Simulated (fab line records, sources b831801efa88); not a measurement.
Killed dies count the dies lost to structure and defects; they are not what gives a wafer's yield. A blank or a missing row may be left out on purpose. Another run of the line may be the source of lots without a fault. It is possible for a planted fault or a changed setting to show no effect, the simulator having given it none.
A lot that was struck, set against a sound lot    flow sky130    19 out of 708 route steps
Sound: these wafers, L346.2, L346.3, L346.5. Struck: wafer L357.2; the same lot's L357.1 was not struck, so it is left out; see the end for the cause.
For every step that has rows: the tool of each side, followed by ch and its chambers, followed by its first start. Under that, the readings that differ: sound wafers    struck wafers    difference of the means    sigmas: that difference in standard deviations of wafers without a fault.
alike: readings with means less than 2 such deviations apart, plus words and numbers identical on both sides. not compared: withheld readings, readings lacking a value on some wafer, bounds such as >300 that could conceal the same value, and numbers that have no deviation in the record and whose values overlap.
The two part at a step that has a row with sigmas, a row that says differs or no value, or rows on one side only. Numbers that have no deviation but don't overlap get no sigmas and don't part them. A reading that every wafer of one side lacks parts them only if that side has two wafers or more.

first, 2 steps without rows for these wafers: SKY_LDD_HVN_PEB_05; SKY_LDD_HVN_DEVELOP_06 (develop time 60 s).
SKY_LDD_HVN_OVL_MEAS_07:
  sound on overlay-02 at day 22 09:13; struck on overlay-02 at day 25 17:04
  alike: LDD_HVN_OVL
next, for these wafers, 1 step has no rows: SKY_LDD_HVN_IMPLANT_08.
SKY_LDD_HVN_STRIP_09: strips in O2/N2.
  sound on plasma_asher-01 ch 0, day 22 09:24; struck on plasma_asher-01 ch 0, day 25 17:15
  alike: drypump_motor_current_A, oes_product_au, strip_time_to_endpoint_s
  not compared: rf_hours_counter_h
SKY_LDD_HVN_TW_MEAS_10:
  sound on film_metro-02 at day 22 09:31; struck on film_metro-02 at day 25 17:21
  alike: LDD_HVN_TW
then, 6 steps without rows for these wafers: SKY_LDD_HVP_DEHYDRATE_00 (time 60 s); SKY_LDD_HVP_HMDS_01 (prime time 60 s); SKY_LDD_HVP_COAT_02 (resist thk 300 nm); SKY_LDD_HVP_SOFTBAKE_03 (time 60 s); SKY_LDD_HVP_EXPOSE_04 (exposes mask HVPTM, target cd 700 nm); SKY_LDD_HVP_PEB_05.
SKY_LDD_HVP_DEVELOP_06: develop time 60 s.
  sound on litho_track-02 ch 0, day 23 14:41; struck on litho_track-04 ch 0, day 26 22:40
reading                 sound              struck  difference  sigmas
resist_line_temp_C (C)  22.91 22.89 22.94  23.13   +0.22       +2
SKY_LDD_HVP_OVL_MEAS_07:
  sound on overlay-02 at day 23 14:49; struck on overlay-02 at day 26 22:49
  alike: LDD_HVP_OVL
next, for these wafers, 1 step has no rows: SKY_LDD_HVP_IMPLANT_08.
SKY_LDD_HVP_STRIP_09: strips in O2/N2.
  sound on plasma_asher-01 ch 0,1, day 23 14:59; struck on plasma_asher-04 ch 0, day 26 23:00
  alike: drypump_motor_current_A, oes_product_au, strip_time_to_endpoint_s
  not compared: rf_hours_counter_h
SKY_LDD_HVP_TW_MEAS_10:
  sound on film_metro-02 at day 23 15:06; struck on film_metro-01 at day 26 23:06
reading     sound        struck  difference  sigmas
LDD_HVP_TW  452 453 454  72      -381        -69
then, 1 step without rows for these wafers: SKY_LDD_LDN_DEHYDRATE_00 (time 60 s).
-- a jump in the record: the struck wafers' starts before and after are 22 days apart (it breaks off in module LDD_LDN and resumes in module PAD_OPEN, where the first step shown is number 708 of the route) --
SKY_PAD_OPEN_PROBE_99:
  sound on prober-01 at day 47 02:47; struck on prober-01 at day 49 07:40
reading              sound     struck  difference  sigmas
killed_at_M0_to_M3   37 44 35  58      +19         +3
killed_at_front_end  14 17 16  412     +396        +88
killed_dies          75 86 68  492     +416        +45
killed_on_rim        19 22 11  96      +79         +19
  alike: killed_at_M4_up, killed_at_contacts, killed_at_other, killed_open, killed_short

== WHERE THEY PART ==
First at SKY_LDD_HVP_DEVELOP_06; last, within this record, at SKY_PAD_OPEN_PROBE_99.

WHY: the cause the simulator had injected
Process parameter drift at SKY_LDD_HVP_DEVELOP_06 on litho_track-04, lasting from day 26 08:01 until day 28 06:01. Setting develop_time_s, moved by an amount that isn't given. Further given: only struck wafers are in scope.
